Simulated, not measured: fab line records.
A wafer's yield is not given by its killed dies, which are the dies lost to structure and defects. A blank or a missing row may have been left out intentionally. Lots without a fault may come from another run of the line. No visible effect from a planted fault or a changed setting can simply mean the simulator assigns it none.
Matching of chambers | flow sfq-line | SFQ_TRILAYER_I4_CMP_CMP_100 on cmp-02: 4 sister chambers
The step polishes SiO2. 14 wafers are shown with their chamber, then 7 later ones without.

## EACH WAFER AND ITS CHAMBER
wafer  | chamber | motor-current-A (A) | time-to-endpoint-s (s) | slurry-flow-ml-min
L169.2 | 2       | 9.7                 | 218                    | 149.7
L169.5 | 1       | 11.2                | 208                    | 149.9
L169.6 | 0       | 10.2                | 222                    | 149.9
L173.3 | 0       | 9.7                 | 218                    | 150.1
L173.5 | 3       | 10.7                | 208                    | 149.8
L173.6 | 2       | 9.2                 | 212                    | 149.9
L174.2 | 1       | 10.9                | 199                    | 149.7
L174.3 | 2       | 8.8                 | 214                    | 149.5
L174.5 | 0       | 10.5                | 216                    | 150.1
L176.2 | 2       | 9.5                 | 227                    | 149.3
L176.3 | 0       | 10.7                | 220                    | 149.8
L176.4 | 1       | 10.9                | 211                    | 149.0
L184.2 | 2       | 8.8                 | 211                    | 149.9
L184.4 | 1       | 11.0                | 217                    | 150.1

SIGNATURES (means of the wafers above)
reading            | chamber 0 | chamber 1 | chamber 2 | chamber 3 | scatter within a chamber
motor-current-A    | 10.275    | 11.000    | 9.200     | 10.700    | 0.359
time-to-endpoint-s | 219.00    | 208.75    | 216.40    | 208.00    | 5.98
slurry-flow-ml-min | 149.975   | 149.675   | 149.660   | 149.800   | 0.32
Rule: distance of a wafer from a chamber = root of the sum over the readings of ((wafer's reading minus chamber's mean) / reading's scatter) squared. The wafer belongs to the nearest chamber; if the next one is less than 2 further off, it can't be placed. The scatter: take each reading less its chamber's mean, square it, sum over the shown wafers, divide by the number of wafers less the number of chambers, and take the root.

## WAFERS MISSING THEIR CHAMBER
wafer  | motor-current-A (A) | time-to-endpoint-s (s) | slurry-flow-ml-min
L184.6 | 10.3                | 222                    | 149.5
L191.1 | 10.0                | 205                    | 150.2
L191.5 | 10.6                | 200                    | 149.5
L191.6 | 10.4                | 211                    | 150.0
L192.4 | 10.8                | 216                    | 150.3
L192.1 | 10.0                | 213                    | 149.6
L192.5 | 10.4                | 218                    | 149.4

## THE CHAMBER EACH PASSED THROUGH
wafer  | from the rows above               | in truth
L184.6 | can't be placed: 0 or 3 or 1 or 2 | 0
L191.1 | can't be placed: 3 or 0 or 1 or 2 | 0
L191.5 | can't be placed: 3 or 1 or 0      | 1
L191.6 | can't be placed: 3 or 0 or 1      | 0
L192.4 | can't be placed: 0 or 3 or 1      | 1
L192.1 | can't be placed: 0 or 3 or 2 or 1 | 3
L192.5 | can't be placed: 0 or 3 or 1 or 2 | 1
0 of 7 placed correctly. Unplaceable from these rows: 7, with the true chamber sitting among the candidates in 7. Number placed wrongly: 0.
